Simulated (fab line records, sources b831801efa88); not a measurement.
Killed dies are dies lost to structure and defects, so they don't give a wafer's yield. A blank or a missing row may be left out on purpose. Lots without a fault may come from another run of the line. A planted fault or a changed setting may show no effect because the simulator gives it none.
fab line records | flow gf180mcu
record lots=24 wafers=72 last_day=35
route steps=602 shown VT_IMPLANT@97 POLY_GATE@169 V1@356 V3@434 M4@471
lots that met no fault: from a run of the same line without faults
start_h: hours from the record's first day to the start of the lot's first wafer shown | wait_h: hours since the lot's step before | " the same as in the row above | L1.1+2: a row that stands for several wafers | - no value, or no start given | * or withheld: withheld | < > ~ a bound
route shown NAME@n: a module of which the file shows steps, and the number in the route of the first | usual: mean/standard deviation of fault-free wafers | same: alike in all rows | chamber/n: place in a boat | sites: the reading at each site | _std_site: their standard deviation | _edge_site: outer sites' mean less inner sites' | radius_mm: how far each site lies from the wafer's centre | mask NAME#n: copy n | behind: the tool/chamber that last shaped the wafer | hold: why the lot was held/for how many hours/how that ended | device: the transistor (n, p or np) that didn't switch | end of line: the same wafers' tests at the end of the route | a step without rows: its recipe alone | killed: dies lost to structure and defects at the first sort, not the wafer's yield | map: a wafer's dies, x killed, . not, _ none there
set.NAME: the setting as run; set.NAME@STEP: as run at that earlier step | model.NAME: the simulator's own value behind a step, which no gauge read
steps of the route over a sample of lots; a table a step, a row a wafer
services: from which hour (start_h, from the record's first day; less than 0 if before it) a tool's chamber was out of use, for how many hours, and why
## steps
# step GF_VT_IMPLANT_OVL_MEAS_07
# usual VT_IMPLANT_OVL=1.1/1.2
# columns lot.wafer tool chamber start_h wait_h VT_IMPLANT_OVL[nm]
L074.1 overlay-02 - 116.68 0.1 0.7
L074.2 " - " " 0.8
L074.3 " - " " -0.1
L075.1 overlay-02 - 121.72 0.1 3.6
L075.2 " - " " 0.7
L075.5 " - " " 3.8
L076.1 overlay-02 - 127.22 0.1 -0.8
L076.2 " - " " 0.5
L076.3 " - " " 0.4
L077.3 overlay-02 - 134.20 0.1 -0.1
L077.5 " - " " 1.2
L077.6 " - " " 1.3
L078.3 overlay-01 - 139.04 0.1 0.7
L078.5 " - " " 1.1
L078.6 " - " " 1.2
L079.2 overlay-01 - 147.24 0.1 2.0
L079.3 " - " " 0.5
L079.5 " - " " 2.2
L080.1 overlay-01 - 152.84 0.1 -1.5
L080.3 " - " " 2.6
L080.4 " - " " 0.8
L081.1 overlay-01 - 159.14 0.1 1.3
L081.2 " - " " 0.2
L081.3 " - " " -1.4
L082.3 overlay-01 - 168.38 0.1 0.6
L082.5 " - " " 0.2
L082.6 " - " " -0.3
L083.2 overlay-02 - 170.93 0.1 -0.9
L083.3 " - " " 0.4
L083.5 " - " " 0.8
L084.2 overlay-01 - 177.58 0.1 3.1
L084.3 " - " " 2.6
L084.5 " - " " 2.0
L085.1 overlay-02 - 181.99 0.1 1.7
L085.3 " - " " -0.3
L085.4 " - " " 1.2
L086.3 overlay-01 - 191.78 0.1 0.9
L086.5 " - " " 1.8
L086.6 " - " " 0.9
L087.1 overlay-02 - 194.57 0.1 1.6
L087.2 " - " " 0.4
L087.3 " - " " -0.3
L088.1 overlay-01 - 202.78 0.1 1.8
L088.2 " - " " 1.9
L088.6 " - " " 1.1
L089.2 overlay-02 - 208.54 0.1 0.1
L089.4 " - " " -0.6
L089.5 " - " " 1.5
L090.1 overlay-01 - 213.98 0.1 1.1
L090.3 " - " " 0.6
L090.6 " - " " 2.0
L091.1 overlay-01 - 219.74 0.1 1.3
L091.2 " - " " 0.0
L091.4 " - " " 2.7
L092.1 overlay-01 - 226.42 0.1 1.6
L092.2 " - " " 1.5
L092.4 " - " " 2.0
L093.1 overlay-02 - 232.93 0.1 0.5
L093.2 " - " " 1.8
L093.5 " - " " -0.7
L094.1 overlay-01 - 239.24 0.1 3.3
L094.4 " - " " 3.2
L094.6 " - " " 3.5
L095.2 overlay-01 - 245.89 0.1 3.3
L095.4 " - " " 1.7
L095.6 " - " " 2.5
L096.2 overlay-02 - 251.54 0.1 0.0
L096.3 " - " " -0.4
L096.5 " - " " -0.1
L097.2 overlay-01 - 257.79 0.1 1.4
L097.3 " - " " 2.1
L097.6 " - " " -0.3
# step GF_POLY_GATE_ETCH_12
# recipe chemistry=N2/H2 target_depth_a=withheld overetch_a=withheld time_s=withheld target=BARC ion_energy_ev=200 source_w=500 bias_w=100 pressure_mtorr=30 n2_flow_sccm=100 h2_flow_sccm=200
# usual drypump_motor_current_A=5.5/0.49 oes_product_au=0.736/0.0049 rf_fwd_power_W=495.4/2.6 throttle_valve_pct=13.214/0.009
# columns lot.wafer tool chamber start_h wait_h drypump_motor_current_A oes_product_au rf_fwd_power_W throttle_valve_pct
L074.1 rie_diel-04 3 207.63 0.0 5.9 0.732 499.0 13.226
L074.2 " 2 " " 5.8 0.734 493.8 13.207
L074.3 " 1 " " 4.6 0.738 490.7 13.199
L075.1 rie_diel-02 0 213.08 0.0 5.8 0.736 492.0 13.214
L075.2 " 1 " " 5.4 0.732 500.3 13.222
L075.5 " 0 " " 5.8 0.743 492.1 13.210
L076.1 rie_diel-02 1 219.14 0.0 5.4 0.733 496.3 13.202
L076.2 " 2 " " 4.6 0.735 497.0 13.229
L076.3 " 3 " " 6.0 0.733 490.6 13.210
L077.3 rie_diel-02 2 225.10 0.0 4.6 0.733 496.4 13.220
L077.5 " 2 " " 4.6 0.746 497.8 13.225
L077.6 " 3 " " 6.0 0.731 492.2 13.215
L078.3 rie_diel-04 3 230.04 0.0 5.8 0.733 496.6 13.199
L078.5 " 3 " " 5.9 0.731 497.9 13.202
L078.6 " 2 " " 5.8 0.738 492.7 13.210
L079.2 rie_diel-04 1 240.73 0.0 4.6 0.737 491.1 13.216
L079.3 " 0 " " 5.8 0.736 495.0 13.214
L079.5 " 0 " " 5.8 0.740 496.7 13.225
L080.1 rie_diel-02 2 249.54 0.0 4.6 0.735 496.8 13.219
L080.3 " 0 " " 5.8 0.736 493.4 13.213
L080.4 " 1 " " 5.4 0.730 497.6 13.202
L081.1 rie_diel-02 1 257.06 0.0 5.4 0.736 495.5 13.214
L081.2 " 0 " " 5.8 0.736 492.4 13.218
L081.3 " 2 " " 4.6 0.733 497.9 13.218
L082.3 rie_diel-03 2 264.23 0.0 6.0 0.741 497.6 13.214
L082.5 " 2 " " 6.0 0.738 497.0 13.202
L082.6 " 1 " " 5.8 0.738 498.5 13.228
L083.2 rie_diel-02 2 269.44 0.0 4.6 0.744 497.8 13.213
L083.3 " 0 " " 5.8 0.740 494.6 13.222
L083.5 " 2 " " 4.6 0.733 497.5 13.226
L084.2 rie_diel-02 1 275.88 0.0 5.4 0.733 495.6 13.210
L084.3 " 3 " " 6.0 0.738 493.2 13.205
L084.5 " 0 " " 5.8 0.729 492.7 13.213
L085.1 rie_diel-02 1 279.65 0.0 5.4 0.740 497.0 13.199
L085.3 " 2 " " 4.6 0.730 495.9 13.215
L085.4 " 0 " " 5.8 0.738 493.5 13.216
L086.3 rie_diel-02 3 291.03 0.0 6.0 0.731 494.4 13.211
L086.5 " 2 " " 4.6 0.743 497.0 13.211
L086.6 " 1 " " 5.4 0.732 498.7 13.205
L087.1 rie_diel-03 1 296.59 0.0 5.7 0.739 498.1 13.206
L087.2 " 2 " " 6.0 0.741 496.3 13.213
L087.3 " 3 " " 5.4 0.733 495.7 13.226
L088.1 rie_diel-04 0 305.69 0.0 5.7 0.743 491.7 13.207
L088.2 " 3 " " 5.9 0.742 499.4 13.218
L088.6 " 3 " " 5.9 0.743 497.6 13.205
L089.2 rie_diel-04 0 312.29 0.0 5.8 0.735 492.0 13.223
L089.4 " 2 " " 5.8 0.746 491.8 13.231
L089.5 " 0 " " 5.7 0.737 492.8 13.197
L090.1 rie_diel-03 0 318.08 0.0 6.1 0.740 497.9 13.224
L090.3 " 2 " " 6.0 0.740 494.7 13.205
L090.6 " 1 " " 5.8 0.734 494.7 13.210
L091.1 rie_diel-02 0 327.23 0.0 5.8 0.739 490.6 13.218
L091.2 " 1 " " 5.4 0.744 496.3 13.225
L091.4 " 2 " " 4.6 0.739 497.9 13.223
L092.1 rie_diel-02 1 333.78 0.0 5.4 0.735 496.6 13.201
L092.2 " 2 " " 4.6 0.743 498.0 13.228
L092.4 " 1 " " 5.4 0.732 495.7 13.207
L093.1 rie_diel-02 3 339.88 0.0 6.0 0.741 492.7 13.224
L093.2 " 1 " " 5.4 0.737 498.2 13.204
L093.5 " 1 " " 5.4 0.739 497.4 13.212
L094.1 rie_diel-03 0 352.43 0.0 6.0 0.734 496.0 13.203
L094.4 " 2 " " 6.0 0.742 496.2 13.203
L094.6 " 1 " " 5.8 0.739 497.0 13.205
L095.2 rie_diel-03 2 356.58 0.0 6.0 0.731 498.0 13.220
L095.4 " 1 " " 5.8 0.727 496.7 13.216
L095.6 " 0 " " 6.0 0.734 498.4 13.201
L096.2 rie_diel-03 0 363.68 0.0 6.0 0.740 494.5 13.212
L096.3 " 2 " " 6.0 0.737 498.0 13.226
L096.5 " 3 " " 5.4 0.733 499.7 13.229
L097.2 rie_diel-04 2 370.63 0.0 5.8 0.734 494.3 13.207
L097.3 " 0 " " 5.8 0.733 492.2 13.208
L097.6 " 0 " " 5.8 0.737 493.2 13.217
# step GF_V1_SPUTTER_21
# recipe material=Ti target_thk_nm=15 chamber_pressure_pa=5 power_w=2500 substrate_temp_c=200 time_s=80.02
# usual throttle_valve_pct=30.0/0.92
# columns lot.wafer tool chamber start_h wait_h throttle_valve_pct
L074.1 pvd_sputter-04 - 431.15 0.0 30.4
L074.2 " - " " 31.5
L074.3 " - " " 29.8
L075.1 pvd_sputter-04 - 438.55 0.0 29.6
L075.2 " - " " 28.4
L075.5 " - " " 30.2
L076.1 pvd_sputter-01 - 447.08 0.0 29.4
L076.2 " - " " 30.4
L076.3 " - " " 29.9
L077.3 pvd_sputter-04 - 455.05 0.0 30.2
L077.5 " - " " 31.7
L077.6 " - " " 28.5
L078.3 pvd_sputter-02 - 461.58 0.0 28.6
L078.5 " - " " 30.8
L078.6 " - " " 29.3
L079.2 pvd_sputter-01 - 472.05 0.0 30.1
L079.3 " - " " 30.3
L079.5 " - " " 29.5
L080.1 pvd_sputter-01 - 486.49 0.0 29.3
L080.3 " - " " 29.7
L080.4 " - " " 30.3
L081.1 pvd_sputter-04 - 494.80 0.0 31.2
L081.2 " - " " 29.6
L081.3 " - " " 28.6
L082.3 pvd_sputter-04 - 502.56 0.0 28.5
L082.5 " - " " 30.5
L082.6 " - " " 29.6
L083.2 pvd_sputter-01 - 511.11 0.0 30.5
L083.3 " - " " 29.8
L083.5 " - " " 30.4
L084.2 pvd_sputter-01 - 518.65 0.0 30.0
L084.3 " - " " 30.3
L084.5 " - " " 30.0
L085.1 pvd_sputter-01 - 521.25 0.0 30.2
L085.3 " - " " 29.5
L085.4 " - " " 30.3
L086.3 pvd_sputter-02 - 536.06 0.0 29.1
L086.5 " - " " 28.6
L086.6 " - " " 32.1
L087.1 pvd_sputter-04 - 541.94 0.0 29.5
L087.2 " - " " 28.4
L087.3 " - " " 30.0
L088.1 pvd_sputter-02 - 553.09 0.0 28.6
L088.2 " - " " 30.7
L088.6 " - " " 28.3
L089.2 pvd_sputter-04 - 557.76 0.0 29.9
L089.4 " - " " 31.4
L089.5 " - " " 30.0
L090.1 pvd_sputter-02 - 565.00 0.0 30.4
L090.3 " - " " 28.6
L090.6 " - " " 31.8
L091.1 pvd_sputter-01 - 572.25 0.0 29.5
L091.2 " - " " 29.9
L091.4 " - " " 30.4
L092.1 pvd_sputter-02 - 581.07 0.0 28.3
L092.2 " - " " 31.9
L092.4 " - " " 29.1
L093.1 pvd_sputter-04 - 587.05 0.0 29.9
L093.2 " - " " 29.6
L093.5 " - " " 28.7
L094.1 pvd_sputter-01 - 601.20 0.0 29.8
L094.4 " - " " 30.6
L094.6 " - " " 29.9
L095.2 pvd_sputter-04 - 603.44 0.0 29.6
L095.4 " - " " 31.4
L095.6 " - " " 31.3
L096.2 pvd_sputter-02 - 611.33 0.0 32.0
L096.3 " - " " 29.0
L096.5 " - " " 28.7
L097.2 pvd_sputter-01 - 615.55 0.0 29.5
L097.3 " - " " 30.7
L097.6 " - " " 30.3
# step GF_V1_CMP_26
# recipe stop_on=SiO2 down_force_psi=3.5 platen_rpm=60 t_overpolish_s=15 target_thk_nm=0 pad_velocity_m_s=0.94248
# usual edge_zone_pressure_frac=1.000/0.0048 head_pressure_psi=3.501/0.0077 motor_current_A=11.3/0.75 overpolish_run_s=15.002/0.0086 platen_rpm=60.00/0.045 time_to_endpoint_s=83.3/2.9
# columns lot.wafer tool chamber start_h wait_h edge_zone_pressure_frac head_pressure_psi motor_current_A overpolish_run_s platen_rpm time_to_endpoint_s
L074.2 cmp-02 3 431.54 0.0 1.004 3.494 11.9 14.993 60.01 81.9
L074.3 " 0 " " 1.006 3.499 9.9 15.009 59.99 83.3
L074.1 " 1 " " 0.999 3.502 10.7 14.975 60.02 85.6
L075.1 cmp-02 2 438.94 0.1 0.999 3.502 12.3 15.002 59.95 83.9
L075.2 " 3 " " 0.995 3.489 11.6 15.002 60.02 82.9
L075.5 " 2 " " 1.004 3.501 12.4 15.009 59.92 82.7
L076.2 cmp-01 1 447.52 0.1 1.007 3.508 10.7 14.999 59.94 79.6
L076.1 " 2 " " 1.005 3.487 11.1 15.000 60.02 79.3
L076.3 " 3 " " 0.995 3.513 12.5 15.018 59.95 78.5
L077.3 cmp-02 3 455.55 0.1 1.004 3.499 11.9 15.003 59.97 82.1
L077.5 " 1 " " 1.006 3.494 10.1 15.018 60.06 82.4
L077.6 " 2 " " 1.006 3.505 11.7 15.009 60.03 85.2
L078.3 cmp-02 1 461.97 0.0 1.003 3.519 10.3 14.998 59.89 81.2
L078.6 " 1 " " 1.004 3.493 10.5 14.985 59.94 78.5
L078.5 " 2 " " 0.997 3.514 12.2 14.990 59.95 77.4
L079.3 cmp-01 2 472.45 0.0 1.008 3.498 11.0 14.999 60.06 84.8
L079.2 " 3 " " 0.999 3.498 12.1 15.001 60.01 83.2
L079.5 " 3 " " 1.002 3.508 11.9 15.000 59.97 81.5
L080.4 cmp-02 3 486.89 0.0 0.999 3.503 12.4 14.998 60.00 82.1
L080.3 " 0 " " 0.996 3.511 10.4 14.993 59.95 80.8
L080.1 " 1 " " 0.999 3.489 10.5 15.002 59.89 85.4
L081.1 cmp-01 1 495.19 0.1 0.990 3.498 11.1 15.013 60.05 82.0
L081.2 " 2 " " 1.003 3.501 10.8 14.993 60.02 79.1
L081.3 " 0 " " 1.003 3.507 12.1 15.009 60.00 84.0
L082.3 cmp-01 2 502.95 0.0 1.002 3.503 10.5 15.003 59.95 83.2
L082.5 " 2 " " 0.998 3.497 10.8 15.002 60.03 81.5
L082.6 " 3 " " 1.001 3.496 12.5 14.988 60.00 83.9
L083.2 cmp-01 0 511.58 0.1 0.999 3.497 11.7 14.998 59.89 85.0
L083.3 " 2 " " 0.996 3.496 10.6 15.001 60.02 85.7
L083.5 " 3 " " 0.994 3.502 12.1 15.005 59.99 85.0
L084.3 cmp-02 3 519.04 0.0 1.006 3.502 12.0 15.028 59.97 78.2
L084.2 " 0 " " 0.996 3.511 10.8 15.015 59.98 84.2
L084.5 " 3 " " 1.007 3.506 11.7 15.009 59.98 83.6
L085.1 cmp-01 2 521.64 0.1 1.000 3.488 10.8 15.006 59.96 82.4
L085.4 " 0 " " 0.994 3.484 11.7 15.015 59.97 84.9
L085.3 " 1 " " 1.000 3.507 10.9 15.005 60.08 84.7
L086.3 cmp-01 2 536.55 0.1 1.002 3.496 10.7 15.001 59.96 78.0
L086.6 " 0 " " 0.996 3.518 11.7 15.011 60.00 84.5
L086.5 " 1 " " 0.996 3.491 11.5 15.008 59.98 81.1
L087.2 cmp-02 1 542.33 0.0 0.993 3.499 9.7 15.007 60.11 78.7
L087.3 " 2 " " 1.003 3.506 12.6 15.006 60.07 81.4
L087.1 " 3 " " 0.999 3.504 11.8 14.989 60.11 78.8
L088.1 cmp-01 3 553.49 0.1 1.002 3.501 12.1 14.990 60.04 86.5
L088.2 " 0 " " 0.994 3.484 12.0 14.995 60.01 81.7
L088.6 " 3 " " 0.999 3.504 11.8 15.023 60.02 84.2
L089.4 cmp-01 1 558.21 0.1 1.003 3.502 10.7 15.012 60.01 88.4
L089.2 " 3 " " 1.000 3.494 11.3 15.009 59.99 87.3
L089.5 " 1 " " 0.995 3.492 11.2 15.007 59.91 87.2
L090.1 cmp-01 3 565.44 0.1 1.003 3.504 12.0 14.997 59.98 79.3
L090.3 " 0 " " 0.998 3.502 11.4 15.011 60.01 85.1
L090.6 " 2 " " 1.002 3.496 11.3 14.990 59.90 77.0
L091.2 cmp-02 2 572.75 0.1 0.997 3.501 11.8 15.002 59.98 80.3
L091.4 " 0 " " 0.997 3.488 10.8 15.007 59.98 79.8
L091.1 " 1 " " 0.999 3.499 9.7 14.998 60.08 79.6
L092.4 cmp-02 3 581.46 0.0 1.004 3.512 11.7 14.997 59.91 82.9
L092.2 " 1 " " 1.000 3.496 10.4 14.987 60.04 84.7
L092.1 " 2 " " 1.001 3.504 12.6 15.001 60.02 83.2
L093.1 cmp-01 1 587.49 0.1 0.999 3.494 11.1 15.013 60.02 87.6
L093.2 " 2 " " 1.003 3.501 10.8 15.005 60.04 83.6
L093.5 " 0 " " 0.999 3.501 11.5 14.999 60.04 85.9
L094.1 cmp-01 3 601.64 0.1 1.001 3.500 11.8 14.991 60.04 84.1
L094.4 " 1 " " 0.992 3.496 11.1 15.006 60.01 84.4
L094.6 " 3 " " 0.997 3.499 11.6 14.997 60.05 84.3
L095.4 cmp-01 1 603.84 0.0 0.994 3.511 11.0 15.009 59.98 83.1
L095.2 " 2 " " 1.000 3.499 10.9 14.993 60.01 80.0
L095.6 " 1 " " 0.997 3.504 11.3 15.002 60.05 84.1
L096.3 cmp-01 3 611.78 0.1 1.003 3.504 12.4 15.013 59.98 81.0
L096.2 " 1 " " 1.006 3.494 10.3 15.004 60.03 80.2
L096.5 " 2 " " 1.007 3.498 11.0 14.997 60.03 81.2
L097.3 cmp-01 2 616.04 0.1 1.003 3.507 11.3 15.004 60.01 87.8
L097.2 " 3 " " 0.998 3.501 12.4 15.008 59.95 86.8
L097.6 " 1 " " 0.998 3.513 11.7 15.000 59.97 88.4
# step GF_V3_BOW_MEAS_05
# recipe mode=bow
# usual V3_BOW=118/7.8
# columns lot.wafer tool chamber start_h wait_h V3_BOW[um]
L074.1 film_metro-03 - 509.78 0.1 130
L074.2 " - " " 115
L074.3 " - " " 118
L075.1 film_metro-01 - 517.32 0.2 121
L075.2 " - " " 119
L075.5 " - " " 125
L076.1 film_metro-01 - 524.59 0.1 126
L076.2 " - " " 125
L076.3 " - " " 128
L077.3 film_metro-03 - 532.98 0.1 95
L077.5 " - " " 110
L077.6 " - " " 125
L078.3 film_metro-03 - 539.43 0.3 119
L078.5 " - " " 108
L078.6 " - " " 113
L079.2 film_metro-01 - 548.41 0.2 116
L079.3 " - " " 109
L079.5 " - " " 109
L080.1 film_metro-01 - 561.89 0.2 121
L080.3 " - " " 118
L080.4 " - " " 116
L081.1 film_metro-03 - 569.31 0.1 108
L081.2 " - " " 116
L081.3 " - " " 129
L082.3 film_metro-01 - 577.52 0.1 114
L082.5 " - " " 109
L082.6 " - " " 123
L083.2 film_metro-03 - 584.20 0.1 115
L083.3 " - " " 117
L083.5 " - " " 118
L084.2 film_metro-04 - 592.42 0.1 111
L084.3 " - " " 108
L084.5 " - " " 123
L085.1 film_metro-04 - 594.83 0.2 119
L085.3 " - " " 113
L085.4 " - " " 130
L086.3 film_metro-04 - 607.69 0.3 129
L086.5 " - " " 121
L086.6 " - " " 109
L087.1 film_metro-04 - 614.77 0.1 114
L087.2 " - " " 121
L087.3 " - " " 121
L088.1 film_metro-03 - 623.16 0.1 119
L088.2 " - " " 113
L088.6 " - " " 115
L089.2 film_metro-03 - 628.38 0.2 115
L089.4 " - " " 118
L089.5 " - " " 109
L090.1 film_metro-03 - 634.94 0.1 118
L090.3 " - " " 105
L090.6 " - " " 116
L091.1 film_metro-03 - 642.09 0.2 127
L091.2 " - " " 144
L091.4 " - " " 128
L092.1 film_metro-01 - 650.88 0.2 127
L092.2 " - " " 114
L092.4 " - " " 117
L093.1 film_metro-03 - 655.39 0.2 112
L093.2 " - " " 110
L093.5 " - " " 104
L094.1 film_metro-01 - 668.06 0.2 114
L094.4 " - " " 108
L094.6 " - " " 103
L095.2 film_metro-03 - 671.67 0.1 118
L095.4 " - " " 110
L095.6 " - " " 124
L096.2 film_metro-04 - 677.51 0.1 117
L096.3 " - " " 120
L096.5 " - " " 110
L097.2 film_metro-01 - 681.81 0.2 111
L097.3 " - " " 115
L097.6 " - " " 126
# step GF_M4_OVL_MEAS_15
# usual M4_OVL=2/6.2
# columns lot.wafer tool chamber start_h wait_h M4_OVL[nm]
L074.1 overlay-02 - 558.04 0.1 -3
L074.2 " - " " -2
L074.3 " - " " 7
L075.1 overlay-02 - 565.34 0.1 12
L075.2 " - " " 8
L075.5 " - " " 7
L076.1 overlay-01 - 571.67 0.1 0
L076.2 " - " " 0
L076.3 " - " " 1
L077.3 overlay-02 - 580.00 0.1 -4
L077.5 " - " " 0
L077.6 " - " " -3
L078.3 overlay-02 - 585.65 0.1 -1
L078.5 " - " " 1
L078.6 " - " " 4
L079.2 overlay-02 - 594.34 0.1 17
L079.3 " - " " 5
L079.5 " - " " 7
L080.1 overlay-01 - 608.89 0.1 -10
L080.3 " - " " 4
L080.4 " - " " -5
L081.1 overlay-02 - 614.09 0.1 -3
L081.2 " - " " 2
L081.3 " - " " -3
L082.3 overlay-02 - 622.22 0.1 1
L082.5 " - " " -5
L082.6 " - " " -5
L083.2 overlay-01 - 628.83 0.1 -1
L083.3 " - " " -4
L083.5 " - " " -10
L084.2 overlay-02 - 636.84 0.1 -3
L084.3 " - " " 0
L084.5 " - " " 3
L085.1 overlay-02 - 639.24 0.1 5
L085.3 " - " " -4
L085.4 " - " " -6
L086.3 overlay-02 - 651.21 0.1 -2
L086.5 " - " " -5
L086.6 " - " " -1
L087.1 overlay-01 - 657.99 0.1 -2
L087.2 " - " " 4
L087.3 " - " " -6
L088.1 overlay-01 - 665.04 0.1 9
L088.2 " - " " 4
L088.6 " - " " 5
L089.2 overlay-01 - 670.54 0.1 11
L089.4 " - " " 13
L089.5 " - " " 8
L090.1 overlay-02 - 677.09 0.1 0
L090.3 " - " " 0
L090.6 " - " " 5
L091.1 overlay-01 - 683.14 0.1 -9
L091.2 " - " " -9
L091.4 " - " " -16
L092.1 overlay-01 - 691.84 0.1 2
L092.2 " - " " 12
L092.4 " - " " 11
L093.1 overlay-02 - 696.51 0.1 -2
L093.2 " - " " 1
L093.5 " - " " 4
L094.1 overlay-02 - 707.54 0.1 2
L094.4 " - " " -3
L094.6 " - " " -2
L095.2 overlay-01 - 711.79 0.1 15
L095.4 " - " " 8
L095.6 " - " " 6
L096.2 overlay-02 - 717.39 0.1 5
L096.3 " - " " 9
L096.5 " - " " 7
L097.2 overlay-01 - 721.54 0.1 9
L097.3 " - " " 4
L097.6 " - " " 9
## services
# columns tool chamber start_h hours kind
pvd_sputter-04 - 194.45 4.5 repair
cmp-02 - 214.37 0.3 repair
rie_diel-02 0 216.38 15.9 repair
cmp-02 - 217.69 0.2 repair
cmp-01 - 222.44 1.9 repair
cmp-02 - 239.83 0.4 repair
cmp-02 - 249.02 1.1 repair
pvd_sputter-04 - 249.73 3.4 repair
rie_diel-02 2 249.77 5.0 repair
rie_diel-02 0 258.89 5.5 repair
cmp-01 - 259.04 1.2 repair
rie_diel-02 - 261.57 0.9 repair
cmp-02 - 261.98 4.0 pm
cmp-01 - 297.19 1.2 repair
rie_diel-02 1 344.07 3.5 repair
cmp-01 - 404.00 4.0 pm
rie_diel-02 1 408.53 3.7 repair
cmp-01 - 425.60 0.6 repair
cmp-01 - 427.07 1.8 repair
cmp-01 - 478.53 3.9 pm
rie_diel-02 3 495.70 26.3 repair
rie_diel-02 0 515.91 9.2 repair
rie_diel-02 2 539.65 6.9 repair
rie_diel-02 3 558.27 5.1 repair
## key
fault none
